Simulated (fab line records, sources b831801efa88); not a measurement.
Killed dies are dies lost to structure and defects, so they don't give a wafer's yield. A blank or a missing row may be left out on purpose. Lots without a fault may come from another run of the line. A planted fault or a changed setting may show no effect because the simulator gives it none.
Which tool did it? | flow gf180mcu | 7 lots, 21 wafers sampled, at 3 steps of a route of 602

WHAT THE GAUGES READ, wafer by wafer
GF_M2_OVL_MEAS_15.
lot  | measured     | on         | M2_OVL (nm)
L878 | day 19 20:47 | overlay-02 | -1 -1 -6
L882 | day 21 11:56 | overlay-02 | 0 3 -5
L884 | day 22 03:02 | overlay-01 | 4 0 4
L887 | day 23 09:14 | overlay-01 | - - -
L889 | day 23 20:20 | overlay-02 | 7 6 10
L897 | day 26 14:20 | overlay-01 | 5 -1 2
L899 | day 27 01:38 | overlay-02 | 8 10 8

WHICH TOOL RAN EACH LOT (tool, then ch and the chambers of the sampled wafers, then the start)
lot  | GF_M1_STRIP_17                       | GF_M2_EXPOSE_11
L878 | plasma_asher-02 ch 0,1, day 17 16:52 | krf_scanner-02 ch 0, day 19 08:18
L882 | plasma_asher-04 ch 0,1, day 19 08:32 | krf_scanner-01 ch 0, day 21 00:34
L884 | plasma_asher-04 ch 0,1, day 20 00:32 | krf_scanner-02 ch 0, day 21 15:22
L887 | plasma_asher-03 ch 0,1, day 21 08:11 | krf_scanner-02, day 22 22:23
L889 | plasma_asher-03 ch 0, day 21 19:25   | krf_scanner-02 ch 0, day 23 08:38
L897 | plasma_asher-04 ch 0,1, day 24 16:49 | krf_scanner-01 ch 0, day 26 03:56
L899 | plasma_asher-02 ch 0,1, day 25 04:10 | krf_scanner-01 ch 0, day 26 15:35
- GF_M1_STRIP_17: strips in O2/N2.
- GF_M2_EXPOSE_11: exposes mask Metal2, target cd 280 nm.

THE ANSWER, worked out from the rows above alone
Rule: what is usual is taken from the lots themselves. Put in order of their means at a reading, lots are off if they are a third of the lots or fewer, leave a main group of 4 or more, and stand apart from it by a gap of 3 or more times the standard deviation of the main group's means; of several such gaps the widest counts. A main group whose means are all the same, to the digits that the tables above print for the reading, isn't used. A lot without any number at a reading at which 4 lots or more have one is off too. The other lots that the step has rows for count as sound.
Off: L887, at GF_M2_OVL_MEAS_15 (M2_OVL). Without a number there: L887. The main group: mean 3 nm, standard deviation 4.1.
A tool fits if, at a process step before that reading, it ran every lot that is off, and no sound lot after the first of them. The gauges at GF_M2_OVL_MEAS_15 are tried like those tools. None of those tried fits.

WHAT THE SIMULATOR HAD PUT IN
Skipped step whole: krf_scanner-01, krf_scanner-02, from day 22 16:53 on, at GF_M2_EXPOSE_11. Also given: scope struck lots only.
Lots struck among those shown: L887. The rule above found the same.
